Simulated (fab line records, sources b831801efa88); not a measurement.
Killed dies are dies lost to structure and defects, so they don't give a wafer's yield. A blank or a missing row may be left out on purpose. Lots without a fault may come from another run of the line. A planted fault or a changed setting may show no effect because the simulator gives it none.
Chamber matching | flow sky130 | SKY_CAPM_CVD_00 on pecvd-04: 3 sister chambers
The step deposits SiO2, target thk 15.5 nm. 6 wafers are shown with their chamber, then 8 later ones without.

WAFERS WITH THEIR CHAMBER
wafer  | chamber | heater_power_w (W)
L084.6 | 2       | 736
L088.4 | 0       | 670
L090.3 | 1       | 757
L090.5 | 2       | 720
L090.6 | 1       | 739
L091.1 | 0       | 618

WAFERS WITHOUT THEIR CHAMBER
wafer  | heater_power_w (W)
L091.4 | 614
L091.6 | 811
L093.3 | 633
L093.5 | 837
L093.6 | 646
L097.2 | 799
L097.3 | 745
L097.5 | 753

WHICH CHAMBER EACH WENT THROUGH
wafer  | from the rows above     | in truth
L091.4 | 0                       | 0
L091.6 | can't be placed: 1 or 2 | 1
L093.3 | 0                       | 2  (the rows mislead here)
L093.5 | can't be placed: 1 or 2 | 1
L093.6 | 0                       | 0
L097.2 | can't be placed: 1 or 2 | 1
L097.3 | can't be placed: 1 or 2 | 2
L097.5 | can't be placed: 1 or 2 | 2
Placed correctly: 2 of 8. Can't be placed from these rows: 5 (the true chamber is among the candidates in 5). Placed wrongly: 1.
How it was worked out, from the rows above alone: a wafer's distance from a chamber is the root of the sum, over the readings, of the square of ((its reading less the chamber's mean) divided by the reading's scatter). The wafer belongs to the nearest chamber; if the next one is less than 2 further off, it can't be placed. A chamber's mean is the mean of its shown wafers. The scatter: the root of (the sum of the squares of (reading less its chamber's mean) over the shown wafers, divided by (wafers less chambers)).
